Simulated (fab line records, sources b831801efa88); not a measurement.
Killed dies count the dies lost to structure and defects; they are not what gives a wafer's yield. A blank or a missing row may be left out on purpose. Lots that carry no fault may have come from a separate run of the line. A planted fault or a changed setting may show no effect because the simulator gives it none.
The tool behind it: which one? / flow sky130 / Sampling: 11 lots, 33 wafers, 5 of 708 route steps

WHAT THE GAUGES SHOWED, per wafer
The record holds no reading of a measuring or inspecting step that can be judged against a usual standard deviation.

EACH LOT AND THE TOOL THAT RAN IT (in order: tool; ch and the chambers of the sampled wafers; start)
lot=L584; SKY_METAL3_ETCH_17=rie diel-04 ch 0,2,3, day 39 09:34; SKY_METAL3_STRIP_19=plasma asher-02 ch 0, day 39 09:46; SKY_METAL4_SPUTTER_02=pvd sputter-02, day 40 13:23; SKY_CAP2M_METAL_ETCH_13=rie metal-01 ch 0,1, day 41 14:17; SKY_PAD_OPEN_PROBE_99=-
lot=L585; SKY_METAL3_ETCH_17=rie diel-03 ch 0,1,3, day 39 12:05; SKY_METAL3_STRIP_19=plasma asher-02 ch 0,1, day 39 12:16; SKY_METAL4_SPUTTER_02=pvd sputter-04, day 40 15:47; SKY_CAP2M_METAL_ETCH_13=rie metal-04 ch 0,1, day 41 15:41; SKY_PAD_OPEN_PROBE_99=-
lot=L586; SKY_METAL3_ETCH_17=rie diel-02 ch 0,1,3, day 39 16:23; SKY_METAL3_STRIP_19=plasma asher-02 ch 0,1, day 39 16:34; SKY_METAL4_SPUTTER_02=pvd sputter-03, day 40 19:57; SKY_CAP2M_METAL_ETCH_13=rie metal-01 ch 0,1, day 41 20:07; SKY_PAD_OPEN_PROBE_99=-
lot=L587; SKY_METAL3_ETCH_17=rie diel-04 ch 1,2,3, day 40 03:58; SKY_METAL3_STRIP_19=plasma asher-04 ch 0,1, day 40 04:10; SKY_METAL4_SPUTTER_02=pvd sputter-03, day 41 07:28; SKY_CAP2M_METAL_ETCH_13=rie metal-04 ch 1, day 42 08:20; SKY_PAD_OPEN_PROBE_99=-
lot=L590; SKY_METAL3_ETCH_17=rie diel-02 ch 2,3, day 41 01:41; SKY_METAL3_STRIP_19=plasma asher-02 ch 0,1, day 41 01:55; SKY_METAL4_SPUTTER_02=pvd sputter-02, day 42 05:34; SKY_CAP2M_METAL_ETCH_13=rie metal-01 ch 0,1, day 43 04:45; SKY_PAD_OPEN_PROBE_99=-
lot=L591; SKY_METAL3_ETCH_17=rie diel-02 ch 0,1, day 41 04:37; SKY_METAL3_STRIP_19=plasma asher-03 ch 1, day 41 04:49; SKY_METAL4_SPUTTER_02=pvd sputter-02, day 42 08:04; SKY_CAP2M_METAL_ETCH_13=rie metal-01 ch 0,1, day 43 07:50; SKY_PAD_OPEN_PROBE_99=-
lot=L593; SKY_METAL3_ETCH_17=rie diel-02 ch 0,1,2, day 42 01:23; SKY_METAL3_STRIP_19=plasma asher-02 ch 0,1, day 42 01:34; SKY_METAL4_SPUTTER_02=pvd sputter-03, day 43 03:44; SKY_CAP2M_METAL_ETCH_13=rie metal-01 ch 0,1, day 44 02:07; SKY_PAD_OPEN_PROBE_99=-
lot=L597; SKY_METAL3_ETCH_17=rie diel-03 ch 1,3, day 42 22:46; SKY_METAL3_STRIP_19=plasma asher-03 ch 0,1, day 42 22:58; SKY_METAL4_SPUTTER_02=pvd sputter-03, day 44 00:34; SKY_CAP2M_METAL_ETCH_13=rie metal-04 ch 0,1, day 44 21:46; SKY_PAD_OPEN_PROBE_99=prober-02, day 49 12:46
lot=L604; SKY_METAL3_ETCH_17=rie diel-03 ch 0,1,3, day 44 17:08; SKY_METAL3_STRIP_19=plasma asher-02 ch 0,1, day 44 17:19; SKY_METAL4_SPUTTER_02=pvd sputter-04, day 45 18:38; SKY_CAP2M_METAL_ETCH_13=rie metal-03 ch 0,1, day 46 16:05; SKY_PAD_OPEN_PROBE_99=-
lot=L606; SKY_METAL3_ETCH_17=rie diel-02 ch 0,1,3, day 45 11:29; SKY_METAL3_STRIP_19=plasma asher-04 ch 0,1, day 45 11:40; SKY_METAL4_SPUTTER_02=pvd sputter-02, day 46 11:44; SKY_CAP2M_METAL_ETCH_13=rie metal-01 ch 0,1, day 47 08:25; SKY_PAD_OPEN_PROBE_99=-
lot=L605; SKY_METAL3_ETCH_17=rie diel-04 ch 2,3, day 45 16:19; SKY_METAL3_STRIP_19=plasma asher-04 ch 0,1, day 45 16:32; SKY_METAL4_SPUTTER_02=pvd sputter-03, day 46 16:43; SKY_CAP2M_METAL_ETCH_13=rie metal-01 ch 0,1, day 47 13:17; SKY_PAD_OPEN_PROBE_99=-
- SKY_METAL3_ETCH_17: etches SiO2 in C4F8/O2/Ar, stops on TiN, time 3.9 s, target depth 15 nm.
- SKY_METAL3_STRIP_19: strips in O2/N2.
- SKY_METAL4_SPUTTER_02: material AlCu, target thk 735 nm, time 39.1 s.
- SKY_CAP2M_METAL_ETCH_13: etches TiN in Cl2/BCl3, stops on SiO2, target depth 220 nm, time 62.9 s.
- SKY_PAD_OPEN_PROBE_99

AS READ BY THE TOOLS THEMSELVES (means over the sampled wafers that have a number; for cases with no such wafer, the mark the record gives instead)
SKY_METAL3_ETCH_17. Usual: oes product au at 0.755 a.u., with a standard deviation of 0.007.
lot=L584; tool=rie diel-04; oes product au (a.u.)=0.747; flag=
lot=L585; tool=rie diel-03; oes product au (a.u.)=0.751; flag=
lot=L586; tool=rie diel-02; oes product au (a.u.)=0.754; flag=
lot=L587; tool=rie diel-04; oes product au (a.u.)=0.751; flag=
lot=L590; tool=rie diel-02; oes product au (a.u.)=0.761; flag=
lot=L591; tool=rie diel-02; oes product au (a.u.)=0.755; flag=
lot=L593; tool=rie diel-02; oes product au (a.u.)=0.755; flag=
lot=L597; tool=rie diel-03; oes product au (a.u.)=0.755; flag=
lot=L604; tool=rie diel-03; oes product au (a.u.)=0.756; flag=
lot=L606; tool=rie diel-02; oes product au (a.u.)=0.761; flag=
lot=L605; tool=rie diel-04; oes product au (a.u.)=0.760; flag=

SKY_METAL3_STRIP_19. Usual: drypump motor current A 5.8 A, standard deviation 0.53; oes product au 0.502 a.u., standard deviation 0.0057; strip time to endpoint s 6.52 s, standard deviation 0.085.
lot=L584; tool=plasma asher-02; drypump motor current A (A)=4.9; oes product au (a.u.)=0.507; strip time to endpoint s (s)=6.52; flag=
lot=L585; tool=plasma asher-02; drypump motor current A (A)=5.7; oes product au (a.u.)=0.509; strip time to endpoint s (s)=6.65; flag=
lot=L586; tool=plasma asher-02; drypump motor current A (A)=5.4; oes product au (a.u.)=0.499; strip time to endpoint s (s)=6.55; flag=
lot=L587; tool=plasma asher-04; drypump motor current A (A)=6.3; oes product au (a.u.)=0.501; strip time to endpoint s (s)=6.46; flag=
lot=L590; tool=plasma asher-02; drypump motor current A (A)=5.4; oes product au (a.u.)=0.503; strip time to endpoint s (s)=6.49; flag=
lot=L591; tool=plasma asher-03; drypump motor current A (A)=6.2; oes product au (a.u.)=0.497; strip time to endpoint s (s)=6.51; flag=
lot=L593; tool=plasma asher-02; drypump motor current A (A)=5.7; oes product au (a.u.)=0.504; strip time to endpoint s (s)=6.54; flag=
lot=L597; tool=plasma asher-03; drypump motor current A (A)=6.1; oes product au (a.u.)=0.504; strip time to endpoint s (s)=6.54; flag=
lot=L604; tool=plasma asher-02; drypump motor current A (A)=5.4; oes product au (a.u.)=0.503; strip time to endpoint s (s)=6.51; flag=
lot=L606; tool=plasma asher-04; drypump motor current A (A)=6.3; oes product au (a.u.)=0.497; strip time to endpoint s (s)=6.41; flag=
lot=L605; tool=plasma asher-04; drypump motor current A (A)=6.3; oes product au (a.u.)=0.507; strip time to endpoint s (s)=6.53; flag=

SKY_METAL4_SPUTTER_02. Usual: throttle valve pct at 29.7 %, with a standard deviation of 0.9.
lot=L584; tool=pvd sputter-02; throttle valve pct (%)=29.7; flag=
lot=L585; tool=pvd sputter-04; throttle valve pct (%)=30.2; flag=
lot=L586; tool=pvd sputter-03; throttle valve pct (%)=29.2; flag=
lot=L587; tool=pvd sputter-03; throttle valve pct (%)=29.4; flag=
lot=L590; tool=pvd sputter-02; throttle valve pct (%)=30.5; flag=
lot=L591; tool=pvd sputter-02; throttle valve pct (%)=29.7; flag=
lot=L593; tool=pvd sputter-03; throttle valve pct (%)=29.3; flag=
lot=L597; tool=pvd sputter-03; throttle valve pct (%)=29.4; flag=
lot=L604; tool=pvd sputter-04; throttle valve pct (%)=30.7; flag=
lot=L606; tool=pvd sputter-02; throttle valve pct (%)=28.9; flag=
lot=L605; tool=pvd sputter-03; throttle valve pct (%)=29.1; flag=

SKY_CAP2M_METAL_ETCH_13. Usual: drypump motor current A 5.3 A, standard deviation 0.35; oes product au 0.939 a.u., standard deviation 0.0069; run length s 91.2 s, standard deviation 0.72; throttle valve pct 21.905 %, standard deviation 0.0099.
lot=L584; tool=rie metal-01; drypump motor current A (A)=5.1; oes product au (a.u.)=0.935; run length s (s)=90.9; throttle valve pct (%)=21.907; flag=
lot=L585; tool=rie metal-04; drypump motor current A (A)=5.3; oes product au (a.u.)=0.942; run length s (s)=94.3; throttle valve pct (%)=21.902; flag=OFF
lot=L586; tool=rie metal-01; drypump motor current A (A)=5.0; oes product au (a.u.)=0.942; run length s (s)=90.9; throttle valve pct (%)=21.904; flag=
lot=L587; tool=rie metal-04; drypump motor current A (A)=5.3; oes product au (a.u.)=0.944; run length s (s)=91.7; throttle valve pct (%)=21.909; flag=
lot=L590; tool=rie metal-01; drypump motor current A (A)=5.0; oes product au (a.u.)=0.943; run length s (s)=91.2; throttle valve pct (%)=21.899; flag=
lot=L591; tool=rie metal-01; drypump motor current A (A)=5.1; oes product au (a.u.)=0.987; run length s (s)=88.8; throttle valve pct (%)=21.873; flag=OFF
lot=L593; tool=rie metal-01; drypump motor current A (A)=5.0; oes product au (a.u.)=0.966; run length s (s)=88.7; throttle valve pct (%)=21.880; flag=OFF
lot=L597; tool=rie metal-04; drypump motor current A (A)=5.3; oes product au (a.u.)=0.933; run length s (s)=91.2; throttle valve pct (%)=21.907; flag=
lot=L604; tool=rie metal-03; drypump motor current A (A)=5.9; oes product au (a.u.)=0.938; run length s (s)=91.0; throttle valve pct (%)=21.906; flag=
lot=L606; tool=rie metal-01; drypump motor current A (A)=5.0; oes product au (a.u.)=0.941; run length s (s)=91.1; throttle valve pct (%)=21.904; flag=
lot=L605; tool=rie metal-01; drypump motor current A (A)=5.0; oes product au (a.u.)=0.936; run length s (s)=90.9; throttle valve pct (%)=21.910; flag=

SKY_PAD_OPEN_PROBE_99. Usual: defect limited yield 82.5 %, standard deviation 2; killed_at_M0_to_M3 44, standard deviation 7.4; killed_at_M4_up 3.0, standard deviation 1.8; killed at contacts 24, standard deviation 5.1; killed at front end 15, standard deviation 4.3; killed at other 0.3, standard deviation 0.54; killed dies 86, standard deviation 9.9; killed open 47, standard deviation 7.1; killed short 38, standard deviation 6.7; sort_bin_3_pad_short 0.8 %, standard deviation 0.39; sort_bin_5_function 10.4 %, standard deviation 1.5; sort_bin_6_memory 6.2 %, standard deviation 1.2; sort n pass 406, standard deviation 9.9; sort yield pct 82.5 %, standard deviation 2.
lot=L597; tool=prober-02; defect limited yield (%)=82.3; killed_at_M0_to_M3=42; killed_at_M4_up=3.0; killed at contacts=23; killed at front end=18; killed at other=0.3; killed dies=87; killed open=50; killed short=37; sort_bin_3_pad_short (%)=0.5; sort_bin_5_function (%)=10.7; sort_bin_6_memory (%)=6.5; sort n pass=405; sort yield pct (%)=82.3; flag=

THE ANSWER, worked out from the rows above alone
Rule: a lot counts as off when the mean over its wafers that have a number is more than 3 standard deviations away from the usual mean. A lot without any number at a reading at which 4 lots or more have one is off too. Any other lot the step has rows for is counted as sound. After the gauges, taken in route order, come the tools' own readings; for these a lot's mean is taken, as printed above. The first step at which some lot is off is used, and at that step the reading that is off furthest; a lot without a number counts as furthest.
Off: L591, L593 (SKY_CAP2M_METAL_ETCH_13, oes product au).
A tool fits if, at that step or a process step before it, it ran every lot that is off, and no sound lot after the first of them. No candidate that was tried fits.

WHAT THE SIMULATOR HAD PUT IN
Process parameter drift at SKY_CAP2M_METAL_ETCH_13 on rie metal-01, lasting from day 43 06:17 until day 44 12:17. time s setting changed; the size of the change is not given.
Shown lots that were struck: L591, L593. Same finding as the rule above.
